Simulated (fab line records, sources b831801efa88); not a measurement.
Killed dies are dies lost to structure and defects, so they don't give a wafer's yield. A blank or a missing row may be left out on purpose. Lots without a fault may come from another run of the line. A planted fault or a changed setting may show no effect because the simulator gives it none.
fab line records | flow sky130
record lots=5 wafers=15 last_day=50
route steps=708 shown VIA2@515 METAL3@532 CAPM@537 PAD_OPEN@708
lots that met no fault: from a run of the same line without faults
start_h: hours from the record's first day to the start of the lot's first wafer shown | wait_h: hours since the lot's step before | " the same as in the row above | L1.1+2: a row that stands for several wafers | - no value, or no start given | * or withheld: withheld | < > ~ a bound
route shown NAME@n: a module of which the file shows steps, and the number in the route of the first | usual: mean/standard deviation of fault-free wafers | same: alike in all rows | chamber/n: place in a boat | sites: the reading at each site | _std_site: their standard deviation | _edge_site: outer sites' mean less inner sites' | radius_mm: how far each site lies from the wafer's centre | mask NAME#n: copy n | behind: the tool/chamber that last shaped the wafer | hold: why the lot was held/for how many hours/how that ended | device: the transistor (n, p or np) that didn't switch | end of line: the same wafers' tests at the end of the route | a step without rows: its recipe alone | killed: dies lost to structure and defects at the first sort, not the wafer's yield | map: a wafer's dies, x killed, . not, _ none there
set.NAME: the setting as run; set.NAME@STEP: as run at that earlier step | model.NAME: the simulator's own value behind a step, which no gauge read
lots at some steps of the route; a table a step, a row a wafer
services: from which hour (start_h, from the record's first day; less than 0 if before it) a tool's chamber was out of use, for how many hours, and why
## steps
# step SKY_VIA2_SOFTBAKE_08
# recipe temp_c=100 time_s=90 resist=KrF-thick
# step SKY_VIA2_EXPOSE_09
# recipe mask_id=VIM2 na=0.8 source_shape=annular sigma_inner=0.55 sigma_outer=0.85 target_cd_nm=200 dose_mj=38
# step SKY_VIA2_PEB_10
# recipe peb_temp_c=withheld peb_time_s=withheld resist=KrF-thick
# step SKY_VIA2_DEVELOP_11
# recipe develop_time_s=60 resist=KrF-thick dev_temp_c=21
# step SKY_VIA2_CD_MEAS_12
# recipe target_cd_nm=200
# usual cd_nm=200.0/1.2
# columns lot.wafer tool chamber start_h wait_h cd_nm
L339.3 cd_sem-01 - 846.41 - 199.2
L339.4 " - " " 199.8
L339.6 " - " " 198.5
L350.1 cd_sem-02 - 935.13 - 200.2
L350.2 " - " " 200.7
L350.5 " - " " 201.4
L353.2 cd_sem-02 - 954.89 - 198.5
L353.5 " - " " 198.5
L353.6 " - " " 199.2
L357.2 cd_sem-02 - 974.35 - 198.5
L357.3 " - " " 200.6
L357.6 " - " " 200.3
L361.3 cd_sem-02 - 1004.57 - 201.4
L361.5 " - " " 199.7
L361.6 " - " " 199.7
# step SKY_VIA2_OVL_MEAS_13
# usual VIA2_OVL=3/5
# columns lot.wafer tool chamber start_h wait_h VIA2_OVL[nm]
L339.3 overlay-01 - 846.50 0.1 10
L339.4 " - " " 6
L339.6 " - " " 17
L350.1 overlay-02 - 935.25 0.1 0
L350.2 " - " " -1
L350.5 " - " " -3
L353.2 overlay-01 - 954.99 0.1 2
L353.5 " - " " 6
L353.6 " - " " 7
L357.2 overlay-02 - 974.46 0.1 7
L357.3 " - " " -3
L357.6 " - " " -5
L361.3 overlay-01 - 1004.66 0.1 7
L361.5 " - " " 7
L361.6 " - " " 0
# step SKY_VIA2_ETCH_14
# recipe chemistry=N2/H2 target=BARC ion_energy_ev=200 source_w=500 bias_w=100 pressure_mtorr=30 n2_flow_sccm=100 h2_flow_sccm=200 stop_on=SiO2 time_s=45.9 target_depth_a=600
# usual drypump_motor_current_A=5.7/0.43 h2_flow_sccm=200.0/0.61 n2_flow_sccm=100.00/0.29 oes_product_au=0.854/0.0049 throttle_valve_pct=13.226/0.0092
# columns lot.wafer tool chamber start_h wait_h drypump_motor_current_A h2_flow_sccm n2_flow_sccm oes_product_au rf_hours_counter_h throttle_valve_pct
L339.3 rie_diel-04 2 846.52 0.0 6.2 199.8 100.31 0.848 4 13.203
L339.4 " 0 " " 6.0 199.4 99.83 0.853 5 13.230
L339.6 " 1 " " 5.0 201.0 99.90 0.856 - 13.211
L350.1 rie_diel-04 0 935.29 0.0 6.0 199.5 100.30 0.858 7 13.223
L350.2 " 3 " " 5.9 199.5 100.00 0.858 14 13.231
L350.5 " 1 " " 5.0 200.6 99.89 0.847 - 13.232
L353.2 rie_diel-04 1 955.02 0.0 5.0 199.9 99.88 0.859 25 13.228
L353.5 " 1 " " 5.0 200.1 99.89 0.852 - 13.233
L353.6 " 2 " " 6.2 199.8 99.77 0.849 - 13.234
L357.2 rie_diel-01 3 974.49 0.0 6.0 199.8 100.41 0.855 15 13.234
L357.3 " 0 " " 6.0 200.1 99.85 0.853 9 13.234
L357.6 " 0 " " 6.1 200.5 99.95 0.847 - 13.241
L361.3 rie_diel-01 1 1004.69 0.0 5.1 199.8 100.18 0.853 6 13.228
L361.5 " 3 " " 6.0 200.2 99.78 0.850 - 13.226
L361.6 " 0 " " 6.1 199.6 99.77 0.857 - 13.225
# step SKY_VIA2_ETCH_15
# recipe target=SiO2 chemistry=C4F8/O2/Ar target_depth_nm=546 stop_on=TiN mask_material=KrF-thick source_w=1500 bias_w=1200 pressure_mtorr=40 c4f8_flow_sccm=withheld O2_flow_sccm=6 Ar_flow_sccm=300 time_s=84
# step SKY_VIA2_STRIP_16
# recipe chemistry=O2/N2 power_w=1400 pressure_mtorr=1500 platen_temp_c=withheld o2_flow_sccm=3000 n2_flow_sccm=300 overash_fraction=0.5
# usual drypump_motor_current_A=5.8/0.43 n2_flow_sccm=299.9/0.99 oes_product_au=0.399/0.0052 strip_time_to_endpoint_s=4.06/0.031
# columns lot.wafer tool chamber start_h wait_h drypump_motor_current_A n2_flow_sccm oes_product_au rf_hours_counter_h strip_time_to_endpoint_s
L339.3 plasma_asher-03 0 846.66 0.1 6.2 298.3 0.394 - 4.06
L339.4 " 1 " " 5.8 299.0 0.388 - 4.06
L339.6 " 0 " " 6.2 299.3 0.405 - 4.05
L350.1 plasma_asher-03 0 935.39 0.0 6.1 300.1 0.402 81 4.06
L350.2 " 1 " " 5.8 301.5 0.408 81 4.08
L350.5 " 0 " " 6.2 300.2 0.405 - 4.07
L353.2 plasma_asher-02 1 955.13 0.0 5.1 300.0 0.403 113 4.08
L353.5 " 0 " " 6.6 298.5 0.401 - 4.06
L353.6 " 1 " " 5.1 299.3 0.398 - 4.06
L357.2 plasma_asher-03 0 974.59 0.0 6.2 301.6 0.396 85 4.06
L357.3 " 1 " " 5.8 300.3 0.405 - 4.05
L357.6 " 0 " " 6.2 299.6 0.408 - 4.05
L361.3 plasma_asher-04 1 1004.82 0.1 5.9 298.3 0.398 - 4.03
L361.5 " 0 " " 5.6 301.4 0.392 - 4.02
L361.6 " 1 " " 5.9 298.6 0.390 - 3.99
# step SKY_VIA2_STRIP_17
# recipe chemistry=post_etch_residue_remover time_s=1200 temp_c=72.5
# step SKY_VIA2_CLEAN_18
# recipe chemistry=IPA time_s=180 temp_c=25
# step SKY_VIA2_CLEAN_19
# recipe chemistry=O3/DIW dry=n2_spin
# step SKY_VIA2_SPUTTER_20
# recipe material=TiN target_thk_nm=20 chamber_pressure_pa=5 power_w=4000 time_s=80
# usual throttle_valve_pct=29.5/1.1
# columns lot.wafer tool chamber start_h wait_h throttle_valve_pct
L339.3 pvd_sputter-03 - 847.22 0.0 30.8
L339.4 " - " " 31.5
L339.6 " - " " 30.9
L350.1 pvd_sputter-03 - 936.07 0.0 29.1
L350.2 " - " " 31.5
L350.5 " - " " 31.0
L353.2 pvd_sputter-02 - 955.76 0.0 29.6
L353.5 " - " " 29.7
L353.6 " - " " 29.6
L357.2 pvd_sputter-01 - 975.21 0.0 29.1
L357.3 " - " " 30.0
L357.6 " - " " 29.4
L361.3 pvd_sputter-02 - 1005.41 0.0 29.0
L361.5 " - " " 28.9
L361.6 " - " " 27.6
# step SKY_VIA2_CVD_21
# recipe material=W target_thk_nm=420 time_s=126.4 temp_c=400 pressure_torr=40
# step SKY_VIA2_RS_MEAS_22
# recipe thk_meas_gauge=four-point-probe reads=W_of_VIA2_CVD_21+TiN_of_VIA2_SPUTTER_20
# usual VIA2_W_RS=0.271/0.0043
# columns lot.wafer tool chamber start_h wait_h VIA2_W_RS[ohm/sq]
L339.3 film_metro-03 - 847.46 0.1 0.274
L339.4 " - " " 0.272
L339.6 " - " " 0.276
L350.1 film_metro-03 - 936.27 0.1 0.263
L350.2 " - " " 0.272
L350.5 " - " " 0.272
L353.2 film_metro-04 - 955.97 0.1 0.265
L353.5 " - " " 0.268
L353.6 " - " " 0.278
L357.2 film_metro-04 - 975.43 0.1 0.276
L357.3 " - " " 0.271
L357.6 " - " " 0.272
L361.3 film_metro-04 - 1005.65 0.1 0.274
L361.5 " - " " 0.268
L361.6 " - " " 0.274
# step SKY_VIA2_THK_MEAS_23
# recipe thk_meas_gauge=xrf reads=W_of_VIA2_CVD_21
# usual VIA2_W_THK=429/7.5
# columns lot.wafer tool chamber start_h wait_h VIA2_W_THK[nm]
L339.3 film_metro-03 - 847.56 0.1 419
L339.4 " - " " 425
L339.6 " - " " 418
L350.1 film_metro-03 - 936.39 0.1 434
L350.2 " - " " 420
L350.5 " - " " 421
L353.2 film_metro-04 - 956.08 0.1 437
L353.5 " - " " 432
L353.6 " - " " 417
L357.2 film_metro-04 - 975.54 0.1 422
L357.3 " - " " 425
L357.6 " - " " 426
L361.3 film_metro-04 - 1005.75 0.1 425
L361.5 " - " " 433
L361.6 " - " " 425
# step SKY_VIA2_CMP_24
# recipe stop_on=SiO2 t_overpolish_s=20 down_force_psi=3.5 platen_rpm=60 target_thk_nm=0 pad_velocity_m_s=0.94248
# step SKY_METAL3_SPUTTER_00
# recipe material=Ti target_thk_nm=15 power_w=3000 time_s=10 chamber_pressure_pa=0.4
# step SKY_METAL3_SPUTTER_01
# recipe material=TiN target_thk_nm=20 power_w=6500 time_s=16.7 chamber_pressure_pa=0.4
# step SKY_METAL3_SPUTTER_02
# recipe material=AlCu target_thk_nm=735 power_w=10600 time_s=39.1 chamber_pressure_pa=0.4
# usual throttle_valve_pct=29.5/1.3
# columns lot.wafer tool chamber start_h wait_h throttle_valve_pct
L339.3 pvd_sputter-01 - 847.94 0.0 29.1
L339.4 " - " " 27.8
L339.6 " - " " 29.8
L350.1 pvd_sputter-01 - 936.79 0.0 28.5
L350.2 " - " " 29.9
L350.5 " - " " 29.2
L353.2 pvd_sputter-01 - 956.48 0.0 29.9
L353.5 " - " " 29.2
L353.6 " - " " 30.1
L357.2 pvd_sputter-03 - 975.93 0.0 31.3
L357.3 " - " " 31.1
L357.6 " - " " 30.8
L361.3 pvd_sputter-04 - 1006.13 0.0 27.4
L361.5 " - " " 30.8
L361.6 " - " " 30.4
# step SKY_METAL3_SPUTTER_03
# recipe material=Ti target_thk_nm=5 power_w=3000 time_s=3.3 chamber_pressure_pa=0.4
# step SKY_METAL3_SPUTTER_04
# recipe material=TiN target_thk_nm=70 power_w=6500 time_s=58.3 chamber_pressure_pa=0.4
# step SKY_CAPM_CVD_00
# recipe material=SiO2 target_thk_nm=15.5 temp_c=400 time_s=withheld rf_w=450
# usual heater_power_w=718/96
# columns lot.wafer tool chamber start_h wait_h heater_power_w
L339.3 pecvd-04 2 848.05 0.0 590
L339.4 " 1 " " 687
L339.6 " 2 " " 596
L350.1 pecvd-03 1 936.90 0.0 593
L350.2 " 2 " " 597
L350.5 " 2 " " 588
L353.2 pecvd-01 0 956.58 0.0 841
L353.5 " 0 " " 855
L353.6 " 2 " " 901
L357.2 pecvd-01 0 976.04 0.0 884
L357.3 " 2 " " 781
L357.6 " 0 " " 882
L361.3 pecvd-03 0 1006.24 0.0 676
L361.5 " 0 " " 678
L361.6 " 1 " " 668
# step SKY_CAPM_THK_MEAS_01
# recipe reads=SiO2_of_CAPM_CVD_00
# usual CAPM_CVD_00_THK=15.58/0.22
# columns lot.wafer tool chamber start_h wait_h CAPM_CVD_00_THK[nm]
L339.3 film_metro-02 - 848.09 - 15.53
L339.4 " - " " 16.02
L339.6 " - " " 15.60
L350.1 film_metro-01 - 936.92 - 15.58
L350.2 " - " " 15.69
L350.5 " - " " 15.64
L353.2 film_metro-01 - 956.62 - 15.19
L353.5 " - " " 15.43
L353.6 " - " " 15.62
L357.2 film_metro-03 - 976.07 - 15.44
L357.3 " - " " 15.61
L357.6 " - " " 15.91
L361.3 film_metro-03 - 1006.28 - 15.42
L361.5 " - " " 15.66
L361.6 " - " " 15.93
# step SKY_CAPM_SPUTTER_02
# recipe material=TiN target_thk_nm=200 temp_c=300 power_w=6500 time_s=166.7 chamber_pressure_pa=0.4
# usual throttle_valve_pct=29.2/1.1
# columns lot.wafer tool chamber start_h wait_h throttle_valve_pct
L339.3 pvd_sputter-04 - 848.13 0.0 27.4
L339.4 " - " " 30.3
L339.6 " - " " 27.4
L350.1 pvd_sputter-02 - 936.98 0.1 29.4
L350.2 " - " " 27.9
L350.5 " - " " 27.9
L353.2 pvd_sputter-04 - 956.67 0.0 27.4
L353.5 " - " " 30.7
L353.6 " - " " 31.1
L357.2 pvd_sputter-02 - 976.12 0.0 29.6
L357.3 " - " " 28.3
L357.6 " - " " 27.9
L361.3 pvd_sputter-02 - 1006.32 0.0 29.0
L361.5 " - " " 29.0
L361.6 " - " " 27.9
# step SKY_CAPM_RS_MEAS_03
# recipe thk_meas_gauge=four-point-probe reads=TiN_of_CAPM_SPUTTER_02
# usual CAPM_TIN_RS=6.95/0.079
# columns lot.wafer tool chamber start_h wait_h CAPM_TIN_RS[ohm/sq]
L339.3 film_metro-03 - 848.28 0.1 7.12
L339.4 " - " " 7.12
L339.6 " - " " 7.11
L350.1 film_metro-02 - 937.09 0.1 7.02
L350.2 " - " " 6.89
L350.5 " - " " 6.89
L353.2 film_metro-03 - 956.79 0.1 7.02
L353.5 " - " " 7.06
L353.6 " - " " 7.03
L357.2 film_metro-02 - 976.25 0.1 6.99
L357.3 " - " " 6.88
L357.6 " - " " 6.89
L361.3 film_metro-02 - 1006.47 0.1 6.98
L361.5 " - " " 7.02
L361.6 " - " " 6.93
# step SKY_CAPM_THK_MEAS_04
# recipe thk_meas_gauge=xrf reads=TiN_of_CAPM_SPUTTER_02
# usual CAPM_TIN_THK=196.6/2.3
# columns lot.wafer tool chamber start_h wait_h CAPM_TIN_THK[nm]
L339.3 film_metro-03 - 848.38 0.1 191.6
L339.4 " - " " 190.7
L339.6 " - " " 191.4
L350.1 film_metro-02 - 937.21 0.1 194.6
L350.2 " - " " 197.4
L350.5 " - " " 198.2
L353.2 film_metro-03 - 956.90 0.1 195.0
L353.5 " - " " 194.4
L353.6 " - " " 194.3
L357.2 film_metro-02 - 976.36 0.1 194.7
L357.3 " - " " 198.1
L357.6 " - " " 197.1
L361.3 film_metro-02 - 1006.57 0.1 194.8
L361.5 " - " " 194.4
L361.6 " - " " 195.3
# step SKY_CAPM_DEHYDRATE_05
# recipe temp_c=200 time_s=60
# step SKY_CAPM_HMDS_06
# recipe prime_time_s=60 prime_temp_c=120
# step SKY_CAPM_COAT_07
# recipe resist=NOVOLAK spin_rpm=3000 resist_thk_nm=1140
# step SKY_CAPM_SOFTBAKE_08
# recipe temp_c=90 time_s=60 resist=NOVOLAK
# step SKY_CAPM_EXPOSE_09
# recipe mask_id=CAPM na=0.6 source_shape=conventional sigma_outer=0.6 polarization=unpolarized target_cd_nm=1000 dose_mj=159
# step SKY_CAPM_PEB_10
# recipe temp_c=withheld time_s=* resist=NOVOLAK
# step SKY_CAPM_DEVELOP_11
# recipe resist=NOVOLAK developer=TMAH develop_time_s=60 dev_temp_c=23
# step SKY_CAPM_OVL_MEAS_12
# usual CAPM_OVL=0.1/1.7
# columns lot.wafer tool chamber start_h wait_h CAPM_OVL[nm]
L339.3 overlay-01 - 874.24 0.1 0.0
L339.4 " - " " -1.1
L339.6 " - " " -0.8
L350.1 overlay-02 - 961.44 0.1 0.4
L350.2 " - " " -0.9
L350.5 " - " " -0.4
L353.2 overlay-01 - 980.84 0.1 0.0
L353.5 " - " " -0.3
L353.6 " - " " 0.9
L357.2 overlay-02 - 999.30 0.1 -0.8
L357.3 " - " " -1.4
L357.6 " - " " 1.3
L361.3 overlay-01 - 1029.70 0.1 1.9
L361.5 " - " " 0.8
L361.6 " - " " 0.9
# step SKY_CAPM_METAL_ETCH_13
# recipe target_depth_nm=220 stop_on=SiO2 chemistry=Cl2/BCl3 target=TiN pressure_mtorr=10 icp_w=900 bias_w=48.5 Cl2_flow_sccm=60 bcl3_flow_sccm=30 time_s=62.9
# step SKY_CAPM_STRIP_14
# recipe chemistry=O2/N2 power_w=1400 pressure_mtorr=1500 platen_temp_c=withheld o2_flow_sccm=3000 n2_flow_sccm=300 overash_fraction=0.5
# step SKY_CAPM_STRIP_15
# recipe chemistry=post_etch_residue_remover time_s=1200 temp_c=72.5
# step SKY_CAPM_CLEAN_16
# recipe chemistry=IPA time_s=180 temp_c=25
# step SKY_CAPM_CLEAN_17
# recipe chemistry=O3/DIW dry=n2_spin
# step SKY_METAL3_DEHYDRATE_05
# recipe temp_c=200 time_s=60
# step SKY_METAL3_HMDS_06
# recipe prime_time_s=60 prime_temp_c=120
# step SKY_PAD_OPEN_PROBE_99
# usual defect_limited_yield=82.7/1.9 killed_at_M0_to_M3=43/7.3 killed_at_M4_up=3.1/1.7 killed_at_contacts=25/5.3 killed_at_front_end=14/4.1 killed_at_other=0.3/0.56 killed_dies=85/9.4 killed_open=46/7.4 killed_short=38/5.8 sort_bin_3_pad_short=0.8/0.4 sort_bin_5_function=10.2/1.5 sort_bin_6_memory=6.2/1.2 sort_n_pass=407/9.4 sort_yield_pct=82.7/1.9
# same gross_dies=492 killed_at_back_side=0 sort_bin_4_leakage[%]=0 sort_bin_8_speed[%]=0
# columns lot.wafer tool chamber start_h wait_h defect_limited_yield[%] killed_at_M0_to_M3 killed_at_M4_up killed_at_contacts killed_at_front_end killed_at_other killed_dies killed_open killed_short sort_bin_3_pad_short[%] sort_bin_5_function[%] sort_bin_6_memory[%] sort_n_pass sort_yield_pct[%] model.etest.tester.sort_n_pass model.etest.tester.sort_yield_pct model.etest.tester.sort_bin_3_pct model.etest.tester.sort_bin_5_pct
L339.3 prober-02 - 1076.73 0.2 80.1 63 5 20 10 0 98 61 37 1.2 10.6 8.1 394 80.1 394 80.08 1.22 10.57
L339.4 prober-02 - 1076.78 0.2 85.0 33 3 27 9 2 74 39 34 1.4 11.0 2.6 418 85.0 418 84.96 1.423 10.98
L339.6 prober-02 - 1076.88 0.2 85.0 46 4 16 8 0 74 41 33 0.4 9.8 4.9 418 85.0 418 84.96 0.4065 9.756
L350.1 prober-02 - 1145.20 0.1 83.3 42 6 20 14 0 82 44 37 0.6 10.4 5.7 410 83.3 410 83.33 0.6098 10.37
L350.2 prober-02 - 1145.25 0.1 83.1 49 6 13 15 0 83 41 42 0.4 9.1 7.3 409 83.1 409 83.13 0.4065 9.146
L350.5 prober-02 - 1145.40 0.2 71.5 102 1 31 5 1 140 37 39 5.7 16.7 6.1 352 71.5 352 71.54 5.691 16.67
L353.2 prober-01 - 1161.71 0.1 84.6 36 5 22 12 1 76 38 38 0.6 7.5 7.3 416 84.6 416 84.55 0.6098 7.52
L353.5 prober-01 - 1161.86 0.2 84.1 37 4 23 14 0 78 46 32 0.8 9.1 5.9 414 84.1 414 84.15 0.813 9.146
L353.6 prober-01 - 1161.91 0.2 81.3 49 2 29 12 0 92 49 43 0.4 10.8 7.5 400 81.3 400 81.3 0.4065 10.77
L357.2 prober-01 - 1176.14 0.1 79.3 50 1 27 23 1 102 52 50 1.2 11.8 7.7 390 79.3 390 79.27 1.22 11.79
L357.3 prober-01 - 1176.19 0.2 80.7 44 5 32 14 0 95 47 47 1.8 11.2 6.3 397 80.7 397 80.69 1.829 11.18
L357.6 prober-01 - 1176.34 0.2 80.5 41 5 30 20 0 96 56 40 0.8 9.6 9.1 396 80.5 396 80.49 0.813 9.553
L361.3 prober-02 - 1197.24 0.2 84.6 43 2 20 11 0 76 37 39 1.2 9.1 5.1 416 84.6 416 84.55 1.22 9.146
L361.5 prober-02 - 1197.34 0.2 81.9 43 3 22 21 0 89 47 42 0.8 10.2 7.1 403 81.9 403 81.91 0.813 10.16
L361.6 prober-02 - 1197.39 0.2 86.4 26 3 23 15 0 67 38 29 0.2 8.5 4.9 425 86.4 425 86.38 0.2033 8.537
# killed by level:class
L339.3 VIA1:geometric_particle:open=20 METAL2:geometric_particle:short=9 LI_CONTACT:geometric_particle:open=8 VIA2:geometric_particle:open=8 VIA3:geometric_particle:open=8 LOCAL_INTERCONNECT:geometric_particle:short=4 CONTACT:geometric_particle:open=4 VIA1:geometric_particle:short=4
L339.4 CONTACT:geometric_particle:open=11 LI_CONTACT:geometric_particle:open=6 LOCAL_INTERCONNECT:geometric_particle:short=6 VIA2:geometric_particle:open=5 VIA1:geometric_particle:open=5 METAL2:geometric_particle:short=5 VIA3:geometric_particle:open=5 METAL1:geometric_particle:short=4
L339.6 VIA1:geometric_particle:open=11 VIA3:geometric_particle:open=9 LI_CONTACT:geometric_particle:open=8 VIA1:geometric_particle:short=6 METAL1:geometric_particle:short=5 METAL2:geometric_particle:short=4 VIA2:geometric_particle:open=4 POLY_GATE:geometric_particle:short=3
L350.1 VIA1:geometric_particle:open=10 VIA3:geometric_particle:open=9 VIA1:geometric_particle:short=7 VIA2:geometric_particle:open=6 POLY_GATE:geometric_particle:short=6 LI_CONTACT:geometric_particle:open=6 METAL1:geometric_particle:short=5 LOCAL_INTERCONNECT:geometric_particle:short=5
L350.2 VIA1:geometric_particle:short=10 VIA2:geometric_particle:open=9 VIA1:geometric_particle:open=8 POLY_GATE:geometric_particle:short=7 VIA3:geometric_particle:open=6 METAL1:geometric_particle:short=6 LI_CONTACT:geometric_particle:open=5 CONTACT:geometric_particle:short=4
L350.5 VIA2:unspecified=63 CONTACT:geometric_particle:open=12 LI_CONTACT:geometric_particle:open=6 VIA3:geometric_particle:short=6 CONTACT:geometric_particle:short=5 VIA1:geometric_particle:short=5 VIA3:geometric_particle:open=5 LI_CONTACT:geometric_particle:short=4
L353.2 CONTACT:geometric_particle:open=11 LOCAL_INTERCONNECT:geometric_particle:short=6 VIA1:geometric_particle:open=6 VIA2:geometric_particle:open=5 VIA3:geometric_particle:open=5 METAL3:geometric_particle:short=4 VIA1:geometric_particle:short=4 FIELD_ISO:geometric_particle:open=3
L353.5 VIA1:geometric_particle:open=8 CONTACT:geometric_particle:open=7 LI_CONTACT:geometric_particle:open=6 FIELD_ISO:geometric_particle:open=5 VIA2:geometric_particle:open=5 METAL2:geometric_particle:open=5 POLY_GATE:geometric_particle:open=4 LOCAL_INTERCONNECT:geometric_particle:short=4
L353.6 VIA1:geometric_particle:open=12 CONTACT:geometric_particle:open=10 METAL2:geometric_particle:short=8 FIELD_ISO:geometric_particle:open=7 CONTACT:geometric_particle:short=7 LI_CONTACT:geometric_particle:open=6 VIA1:geometric_particle:short=6 VIA2:geometric_particle:short=5
L357.2 VIA1:geometric_particle:open=14 POLY_GATE:geometric_particle:short=10 METAL2:geometric_particle:short=10 CONTACT:geometric_particle:open=10 LI_CONTACT:geometric_particle:open=7 FIELD_ISO:geometric_particle:short=6 VIA1:geometric_particle:short=6 VIA3:geometric_particle:open=6
L357.3 CONTACT:geometric_particle:open=10 VIA1:geometric_particle:open=8 POLY_GATE:geometric_particle:short=7 LOCAL_INTERCONNECT:geometric_particle:short=7 VIA3:geometric_particle:open=7 LI_CONTACT:geometric_particle:open=6 METAL2:geometric_particle:short=6 CONTACT:geometric_particle:short=6
L357.6 VIA1:geometric_particle:open=16 CONTACT:geometric_particle:open=16 FIELD_ISO:geometric_particle:short=8 LOCAL_INTERCONNECT:geometric_particle:short=6 VIA3:geometric_particle:open=6 METAL2:geometric_particle:short=6 POLY_GATE:geometric_particle:open=4 VIA2:geometric_particle:open=4
L361.3 VIA1:geometric_particle:open=12 VIA2:geometric_particle:open=8 CONTACT:geometric_particle:short=6 VIA1:geometric_particle:short=6 CONTACT:geometric_particle:open=5 LOCAL_INTERCONNECT:geometric_particle:short=5 FIELD_ISO:geometric_particle:short=4 FIELD_ISO:geometric_particle:open=3
L361.5 VIA1:geometric_particle:open=13 CONTACT:geometric_particle:open=8 FIELD_ISO:geometric_particle:open=6 CONTACT:geometric_particle:short=6 FIELD_ISO:geometric_particle:short=5 METAL1:geometric_particle:short=5 POLY_GATE:geometric_particle:open=4 VIA3:geometric_particle:open=4
L361.6 VIA1:geometric_particle:open=9 CONTACT:geometric_particle:open=8 LI_CONTACT:geometric_particle:open=7 FIELD_ISO:geometric_particle:open=4 METAL1:geometric_particle:short=4 VIA1:geometric_particle:short=4 FIELD_ISO:geometric_particle:short=3 METAL2:geometric_particle:short=3
# map L350.5 (x killed, . not)
__________..x......._________
________.........x...._______
______.x................_____
_____....x.x....xxx....xx____
____.....x...x....x.x.....___
___..x...xx........x.xx....__
__.......x........xx...x...._
_.x..x....xxx..xx.....x......
_...x..xxxxxxx.x.............
_.....xxxxxxxx......xx......x
_x...xxxxxxxxxx.x..........x.
_..x.xxxxxxxxxxx..x.....x....
_xx..xxxxxxxxxxx........x...x
_.....xxxxxxxx.xx.........x..
_.....xxxxxxxxxx.........xx..
__......x..x.x........x....._
___........................__
____....x.....x.x....xx..x___
_____..xx......x...x..x.x____
______......x...xx......_____
________...x.x.......x_______
__________.....x...._________
# map L339.3 (x killed, . not)
__________....x....._________
________...........x.._______
______.........x.xx....x_____
_____..........x.........____
____x....x.........x...x.x___
___...............x...xx...__
__.......x.x..x.xx.....x...._
_.x............x...x.....x...
_x..x..........x.........x.x.
_.xx..x...x....x...x.........
_.x......x.x.......x.........
_.x.xx...x...........xxxx....
_.........xx.......x.x.x....x
_..x..x.x......x...........x.
_.......x...............x....
__.....x..x.xx.............._
___.......xxx.x.x.x.x.x...x__
____..x.x...x.xx.......xx.___
_____..x.x.......x..x..x.____
______.......x..x.....xx_____
________x.x..xx....x.x_______
__________...x.x...._________
## services
# columns tool chamber start_h hours kind
rie_diel-01 3 822.93 11.5 repair
rie_diel-01 1 854.74 9.0 repair
pecvd-01 - 878.38 0.7 repair
rie_diel-04 - 892.11 28.1 pm
pecvd-04 - 895.34 0.5 repair
pecvd-04 2 905.74 15.3 repair
rie_diel-01 3 917.23 13.5 repair
rie_diel-01 0 921.76 1.3 repair
pvd_sputter-02 0 923.70 - consumable_replace:kit
pecvd-03 - 923.89 0.7 repair
pecvd-04 - 927.06 14.6 pm
pvd_sputter-04 - 929.15 1.2 repair
rie_diel-04 0 937.20 15.7 repair
pecvd-01 - 941.77 0.7 repair
rie_diel-04 3 944.74 5.1 repair
pecvd-04 - 956.31 3.9 repair
rie_diel-04 3 957.27 6.1 repair
pvd_sputter-01 - 964.88 5.1 repair
pvd_sputter-01 - 975.40 0.6 repair
pecvd-04 - 975.62 5.5 pm
pecvd-04 - 981.08 2.8 pm
pecvd-04 - 984.36 10.2 repair
plasma_asher-02 - 984.57 0.7 repair
pvd_sputter-01 - 992.24 2.5 repair
## key
first_sign step=SKY_PAD_OPEN_PROBE_99 reading=sort_bin_3_pad_short direction=up sigmas=12 usual=0.8 struck=5.7
effect step=SKY_PAD_OPEN_PROBE_99 reading=killed_at_M0_to_M3 direction=up sigmas=8.1 usual=43 struck=102
model_effect step=SKY_PAD_OPEN_PROBE_99 value=etest.tester.sort_n_pass without=408 struck=352
met_at SKY_VIA2_SPUTTER_20
struck_wafers L350.5
fault kind=chamber_particle_source tool=pvd_sputter-03 chamber=- onset_h=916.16 steps=SKY_VIA2_SPUTTER_20 rate_per_visit_cm2=2.0172 end_h=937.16 scope=struck_wafers_only
